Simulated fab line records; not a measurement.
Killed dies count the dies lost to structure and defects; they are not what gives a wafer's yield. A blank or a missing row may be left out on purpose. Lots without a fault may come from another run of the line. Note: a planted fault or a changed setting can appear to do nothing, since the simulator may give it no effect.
fab line records    flow gf180mcu
record: lots: 11  wafers: 33  last-day: 34
route steps=602 shown POLY_GATE@173 CONTACT@309 M1@315
lots that met no fault: taken from a fault-free run of the same line
start-h: the number of hours between the record's first day and the start of the first shown wafer of the lot    wait-h: hours since the lot's step before    " unchanged from the row above    L1.1+2: a single row standing in for several wafers    - no value, or no start was given    * or withheld: withheld    < > ~ a bound
route shown NAME@n: a module of which the file shows steps, and the number in the route of the first    usual: mean/standard deviation of fault-free wafers    same: alike in all rows    chamber/n: place in a boat    sites: the reading at each site    _std_site: standard deviation across them    _edge_site: inner sites' mean taken away from outer sites' mean    radius-mm: for every site, how far away it sits from the centre of the wafer    mask NAME#n: copy n    behind: the tool/chamber that last shaped the wafer    hold: why the lot went on hold/how many hours it stayed there/how the hold came to an end    device: names the non-switching transistor (n, p or np)    end of line: at the end of the route, the tests of the same wafers    a step given without rows: its recipe and nothing more    killed: dies lost to structure and defects at the first sort, not the wafer's yield    map: the dies of a wafer, with x for killed, . for not killed, _ for no die there
set.NAME: the setting that was run; set.NAME@STEP: the one run at that earlier step    model.NAME: the simulator's own value behind a step, which no gauge read
route steps across a sampled set of lots; one table per step, one row per wafer
services: the hour from which a tool's chamber was out of use, counted from the record's first day as start-h (under 0 if before that day), plus the number of hours and why
== steps ==
step: GF_POLY_GATE_OXIDATION_16
recipe: temp-c: 850  ambient: O2  stabilise-s: 600  purge-s: 300  target-thk-a: 40  ox-time-s: 899
usual: spike-tc-bottom-C: 867/5.9  spike-tc-centre-C: 849.5/1.4  spike-tc-lower-C: 850.8/1.1  spike-tc-top-C: 861.7/1.7  spike-tc-upper-C: 850.6/1  tube-center-temp-C: 850/0.077  tube_center_temp_C_max: 852.2/0.35  zone-power-upper-pct: 17.0/1.1
same: ox-time-s: 899
lot.wafer  tool        chamber  start-h  wait-h  spike-tc-bottom-C  spike-tc-centre-C  spike-tc-lower-C  spike-tc-top-C  spike-tc-upper-C  tube-center-temp-C  tube_center_temp_C_max  zone-power-upper-pct
L971.2     furnace-02  0        204.00   0.0     873                849.0              851.7             863.8           851.6             849.88              852.1                   16.0
L971.3     "           0        "        "       874                848.5              851.1             862.9           850.7             850.13              852.2                   16.0
L971.4     "           0        "        "       875                848.1              849.1             862.7           849.9             849.94              853.6                   15.9
L972.1     furnace-02  0        212.96   0.0     874                848.9              851.1             862.0           852.0             849.97              852.0                   16.1
L972.5     "           0        "        "       871                848.6              851.6             863.5           852.0             849.9               851.8                   16.1
L972.6     "           0        "        "       872                849.9              851.8             861.7           848.9             850                 852.4                   16.1
L977.3     furnace-02  0        250.84   1.3     872                847.4              851.0             860.9           852.4             850.11              852.2                   16.0
L977.5     "           0        "        "       874                849.1              851.0             863.2           849.0             849.95              851.7                   16.3
L977.6     "           0        "        "       871                848.5              850.6             862.1           849.4             850                 852.3                   16.1
L980.3     furnace-01  0        272.60   0.0     886                879.9              879.6             887.6           880.4             878.27              880.9                   19.6
L980.5     "           0        "        "       891                878.6              879.4             887.5           878.2             878.27              879.9                   19.5
L980.6     "           0        "        "       887                879.8              881.1             888.9           878.5             878.4               880.1                   19.6
L981.1     furnace-01  0        280.85   0.0     888                879.9              878.9             887.0           878.4             878.3               880.6                   19.6
L981.3     "           0        "        "       890                878.9              879.2             886.7           878.6             878.37              880.8                   19.4
L981.6     "           0        "        "       888                878.5              879.9             887.6           880.2             878.51              880.5                   19.5
L982.1     furnace-02  0        290.03   0.0     874                850.0              849.7             863.0           850.2             850.06              852.2                   15.9
L982.5     "           0        "        "       873                847.2              849.2             863.8           850.9             849.9               851.6                   16.2
L982.6     "           0        "        "       873                848.8              849.4             862.7           851.6             849.97              852.6                   16.0
L983.1     furnace-02  0        297.06   3.6     872                849.6              850.8             863.1           852.9             850.03              851.9                   15.9
L983.5     "           0        "        "       875                848.8              851.8             863.9           851.4             849.88              852.1                   16.1
L983.6     "           0        "        "       873                848.7              852.7             864.6           851.8             850.07              852.6                   15.9
L984.3     furnace-02  0        300.83   2.4     873                848.8              851.2             863.2           851.9             850.06              852.2                   16.0
L984.4     "           0        "        "       871                849.0              850.2             862.3           851.5             849.92              852.1                   16.0
L984.6     "           0        "        "       874                847.2              850.3             861.1           851.4             850.02              852.5                   15.9
L987.4     furnace-02  0        325.63   0.2     872                849.4              851.9             863.2           850.2             850.01              852.0                   16.2
L987.5     "           0        "        "       873                846.6              850.7             862.2           852.7             849.97              852.8                   16.0
L987.6     "           0        "        "       873                849.8              850.5             863.1           850.7             849.8               851.7                   16.1
L989.1     furnace-02  0        343.27   1.2     873                850.6              849.0             863.5           850.7             849.97              852.2                   16.1
L989.3     "           0        "        "       873                847.1              850.6             864.6           852.1             850.01              852.4                   15.8
L989.5     "           0        "        "       872                848.9              849.8             861.2           851.6             850.03              852.1                   16.3
L993.1     furnace-01  0        367.11   0.3     860                850.0              851.7             860.8           849.7             850.01              852.2                   18.1
L993.4     "           0        "        "       862                849.2              850.4             859.3           849.2             850.04              852.0                   18.5
L993.5     "           0        "        "       861                850.6              852.0             860.4           850.6             849.93              851.8                   18.1
step: GF_POLY_GATE_THK_MEAS_17
recipe: reads: SiO2_of_POLY_GATE_OXIDATION_16
usual: POLY_GATE_OXIDATION_THK: 4.00/0.075
lot.wafer  tool           chamber  start-h  wait-h  POLY_GATE_OXIDATION_THK[nm]
L971.2     film-metro-03  -        205.26   0.0     4.08
L971.3     "              -        "        "       4.00
L971.4     "              -        "        "       3.92
L972.1     film-metro-02  -        214.21   0.0     4.11
L972.5     "              -        "        "       4.09
L972.6     "              -        "        "       3.99
L977.3     film-metro-02  -        252.11   0.0     3.96
L977.5     "              -        "        "       3.93
L977.6     "              -        "        "       3.90
L980.3     film-metro-03  -        273.87   0.0     5.66
L980.5     "              -        "        "       5.69
L980.6     "              -        "        "       5.67
L981.1     film-metro-02  -        282.10   0.0     5.72
L981.3     "              -        "        "       5.74
L981.6     "              -        "        "       5.79
L982.1     film-metro-04  -        291.28   0.0     4.03
L982.5     "              -        "        "       4.05
L982.6     "              -        "        "       4.00
L983.1     film-metro-03  -        298.31   0.0     4.00
L983.5     "              -        "        "       4.03
L983.6     "              -        "        "       4.02
L984.3     film-metro-02  -        302.10   0.0     3.90
L984.4     "              -        "        "       3.99
L984.6     "              -        "        "       3.88
L987.4     film-metro-04  -        326.91   0.0     3.95
L987.5     "              -        "        "       4.00
L987.6     "              -        "        "       3.91
L989.1     film-metro-02  -        344.52   0.0     4.04
L989.3     "              -        "        "       4.04
L989.5     "              -        "        "       4.00
L993.1     film-metro-04  -        368.36   0.0     4.02
L993.4     "              -        "        "       3.99
L993.5     "              -        "        "       4.01
step: GF_CONTACT_SPUTTER_22
recipe: material: Ti  target-thk-nm: 15  chamber-pressure-pa: 5  power-w: 2500  substrate-temp-c: 200  time-s: 80.02
usual: substrate-temp-c: 199.99/0.16  throttle-valve-pct: 30.4/0.8
lot.wafer  tool            chamber  start-h  wait-h  substrate-temp-c  throttle-valve-pct
L971.2     pvd-sputter-02  -        368.23   0.0     199.69            30.3
L971.3     "               -        "        "       200.13            29.9
L971.4     "               -        "        "       199.85            28.7
L972.1     pvd-sputter-01  -        379.05   0.0     200.02            31.0
L972.5     "               -        "        "       200.17            30.6
L972.6     "               -        "        "       199.93            30.7
L977.3     pvd-sputter-04  -        428.32   0.0     200.35            31.0
L977.5     "               -        "        "       200.25            30.4
L977.6     "               -        "        "       200.01            30.7
L980.3     pvd-sputter-01  -        460.49   0.0     200.16            30.5
L980.5     "               -        "        "       199.73            30.3
L980.6     "               -        "        "       199.83            30.6
L981.1     pvd-sputter-04  -        468.20   0.0     199.79            30.7
L981.3     "               -        "        "       200.34            30.8
L981.6     "               -        "        "       200.15            30.8
L982.1     pvd-sputter-04  -        474.33   0.0     200.16            30.6
L982.5     "               -        "        "       200.00            30.9
L982.6     "               -        "        "       200.19            30.7
L983.1     pvd-sputter-02  -        489.34   0.0     199.96            30.8
L983.5     "               -        "        "       199.85            28.8
L983.6     "               -        "        "       200.10            30.1
L984.3     pvd-sputter-02  -        490.72   0.0     200.21            30.4
L984.4     "               -        "        "       200.15            28.6
L984.6     "               -        "        "       200.04            30.0
L987.4     pvd-sputter-02  -        521.32   0.0     200.01            30.6
L987.5     "               -        "        "       199.93            30.2
L987.6     "               -        "        "       200.10            31.1
L989.1     pvd-sputter-01  -        541.33   0.0     199.89            30.8
L989.3     "               -        "        "       199.94            30.6
L989.5     "               -        "        "       199.75            30.8
L993.1     pvd-sputter-02  -        562.29   0.0     200.07            28.9
L993.4     "               -        "        "       199.94            30.4
L993.5     "               -        "        "       200.18            30.9
step: GF_CONTACT_CMP_27
recipe: stop-on: SiO2  down-force-psi: 3.5  platen-rpm: 60  t-overpolish-s: 15  target-thk-nm: 0  pad-velocity-m-s: 0.94248
usual: head-pressure-psi: 3.500/0.0073  motor-current-A: 11.1/1.2  overpolish-run-s: 15.000/0.009  platen-rpm: 59.99/0.036  time-to-endpoint-s: 74.7/2.8
lot.wafer  tool    chamber  start-h  wait-h  head-pressure-psi  motor-current-A  overpolish-run-s  platen-rpm  time-to-endpoint-s
L971.2     cmp-01  2        368.61   0.0     3.496              10.2             15.002            60.01       76.5
L971.4     "       3        "        "       3.488              12.8             15.003            59.99       75.0
L971.3     "       0        "        "       3.514              9.5              14.996            60.04       75.3
L972.1     cmp-01  2        379.48   0.1     3.501              10.9             15.016            59.98       70.5
L972.6     "       1        "        "       3.491              11.3             15.000            59.95       74.3
L972.5     "       2        "        "       3.499              11.3             15.014            60.04       73.8
L977.3     cmp-02  2        428.80   0.1     3.518              10.7             15.003            60.10       76.8
L977.6     "       0        "        "       3.486              13.0             14.993            59.99       73.4
L977.5     "       1        "        "       3.507              9.0              14.999            60.03       82.7
L980.3     cmp-01  2        460.92   0.1     3.498              10.6             15.011            59.98       73.0
L980.6     "       1        "        "       3.496              12.1             14.991            60.00       69.3
L980.5     "       2        "        "       3.498              10.7             15.006            60.04       71.8
L981.3     cmp-01  2        468.68   0.1     3.509              11.0             15.002            60.01       72.0
L981.1     "       3        "        "       3.493              12.6             15.013            59.95       76.1
L981.6     "       1        "        "       3.501              11.7             14.997            59.97       74.0
L982.1     cmp-01  3        474.76   0.1     3.501              13.2             15.008            59.95       73.1
L982.6     "       2        "        "       3.493              11.5             14.993            60.01       72.2
L982.5     "       3        "        "       3.498              12.3             14.996            59.98       72.6
L983.1     cmp-02  2        489.77   0.1     3.501              10.1             14.994            60.02       73.0
L983.5     "       1        "        "       3.503              9.4              15.001            59.99       72.9
L983.6     "       2        "        "       3.512              10.2             15.005            59.99       75.1
L984.4     cmp-01  1        491.17   0.1     3.501              11.7             14.998            60.04       69.8
L984.3     "       3        "        "       3.505              12.9             14.989            60.04       78.2
L984.6     "       0        "        "       3.489              9.3              14.995            59.96       74.2
L987.4     cmp-02  2        521.70   0.0     3.503              10.3             14.993            60.04       75.4
L987.6     "       2        "        "       3.502              10.6             15.007            60.01       75.2
L987.5     "       3        "        "       3.485              11.6             14.992            59.93       79.1
L989.3     cmp-01  2        541.71   0.0     3.497              10.7             15.000            59.98       75.4
L989.1     "       0        "        "       3.504              10.0             15.005            59.98       78.2
L989.5     "       3        "        "       3.511              12.8             15.005            59.98       75.8
L993.4     cmp-02  3        562.72   0.1     3.493              11.2             14.988            59.94       70.7
L993.1     "       0        "        "       3.491              13.2             14.998            59.91       66.5
L993.5     "       3        "        "       3.496              11.3             15.006            59.98       69.9
step: GF_M1_SPUTTER_00
recipe: material: Ti  target-thk-nm: 37.5  arriving-ion-energy-ev: 80  substrate-temp-c: 200  chamber-pressure-pa: 2  power-w: 4000  time-s: 150
usual: substrate-temp-c: 200.00/0.17  throttle-valve-pct: 30.5/1.1
lot.wafer  tool            chamber  start-h  wait-h  substrate-temp-c  throttle-valve-pct
L971.2     pvd-sputter-01  -        368.91   0.2     200.04            30.7
L971.3     "               -        "        "       199.96            30.7
L971.4     "               -        "        "       200.05            30.6
L972.1     pvd-sputter-02  -        379.73   0.2     200.24            30.0
L972.5     "               -        "        "       200.26            30.5
L972.6     "               -        "        "       200.13            29.7
L977.3     pvd-sputter-03  -        429.00   0.1     200.00            31.5
L977.5     "               -        "        "       200.23            29.5
L977.6     "               -        "        "       200.21            31.5
L980.3     pvd-sputter-03  -        461.17   0.2     200.16            29.1
L980.5     "               -        "        "       200.12            29.3
L980.6     "               -        "        "       200.15            29.2
L981.1     pvd-sputter-02  -        468.88   0.1     199.94            31.2
L981.3     "               -        "        "       200.15            30.2
L981.6     "               -        "        "       199.95            28.7
L982.1     pvd-sputter-02  -        475.01   0.2     199.87            29.8
L982.5     "               -        "        "       200.09            30.7
L982.6     "               -        "        "       199.82            30.8
L983.1     pvd-sputter-01  -        490.02   0.2     199.92            30.7
L983.5     "               -        "        "       199.86            30.6
L983.6     "               -        "        "       200.11            32.7
L984.3     pvd-sputter-03  -        491.42   0.1     199.88            31.5
L984.4     "               -        "        "       199.99            29.3
L984.6     "               -        "        "       199.99            29.1
L987.4     pvd-sputter-02  -        522.00   0.2     200.07            30.5
L987.5     "               -        "        "       200.06            28.6
L987.6     "               -        "        "       200.09            30.0
L989.1     pvd-sputter-01  -        542.01   0.1     199.81            30.2
L989.3     "               -        "        "       199.60            32.8
L989.5     "               -        "        "       199.68            30.9
L993.1     pvd-sputter-01  -        562.97   0.1     200.14            30.7
L993.4     "               -        "        "       200.01            30.5
L993.5     "               -        "        "       200.30            30.7
== services ==
tool            chamber  start-h  hours  kind
pvd-sputter-02  -        183.85   2.5    repair
cmp-02          -        190.48   0.9    repair
cmp-02          -        209.55   1.2    repair
cmp-02          -        218.18   0.8    repair
furnace-02      -        224.74   11.4   repair
pvd-sputter-02  -        226.30   1.7    repair
pvd-sputter-02  -        231.06   1.9    repair
cmp-01          -        232.00   4.0    pm
furnace-02      -        236.19   3.2    pm
furnace-02      -        239.36   3.4    pm
cmp-01          -        246.87   0.4    repair
cmp-01          -        249.17   0.9    repair
furnace-02      -        262.16   3.5    repair
furnace-02      -        273.08   4.4    pm
cmp-01          -        306.76   0.7    repair
cmp-01          -        328.76   4.2    repair
pvd-sputter-02  -        334.73   5.2    repair
cmp-01          -        338.00   8.5    pm
cmp-01          -        372.44   1.4    repair
furnace-02      -        441.53   3.3    pm
cmp-01          -        457.91   0.2    repair
pvd-sputter-01  -        491.50   10.0   repair
cmp-01          -        495.92   1.0    repair
furnace-02      -        517.84   3.7    pm
== key ==
first-sign: step: GF_POLY_GATE_OXIDATION_16  reading: tube-center-temp-C  direction: up  sigmas: 99+  usual: *  struck: *
effect: step: GF_POLY_GATE_OXIDATION_16  reading: tube_center_temp_C_max  direction: up  sigmas: 81  usual: *  struck: *
effect: step: GF_POLY_GATE_THK_MEAS_17  reading: POLY_GATE_OXIDATION_THK  direction: up  sigmas: 23  usual: 4.00  struck: 5.71
met-at GF_POLY_GATE_OXIDATION_16
struck-lots L980,L981
tester-left-out L980,L981
not-acting-at GF_CONTACT_SPUTTER_22,GF_CONTACT_CMP_27,GF_M1_SPUTTER_00
fault: kind: process-parameter-drift  tool: furnace-01  chamber: -  onset-h: 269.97  steps: GF_POLY_GATE_OXIDATION_16  channel: temp-c  offset: *  shape: step  end-h: 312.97  acts-in: *  stated: *
tester-left-out: of these lots the tester's yield and bins aren't shown, on N5 and GAA mostly nor the transistor test; their killed dies are dies lost to structure and defects alone, not to doping, threshold or leakage, so they don't give the yield
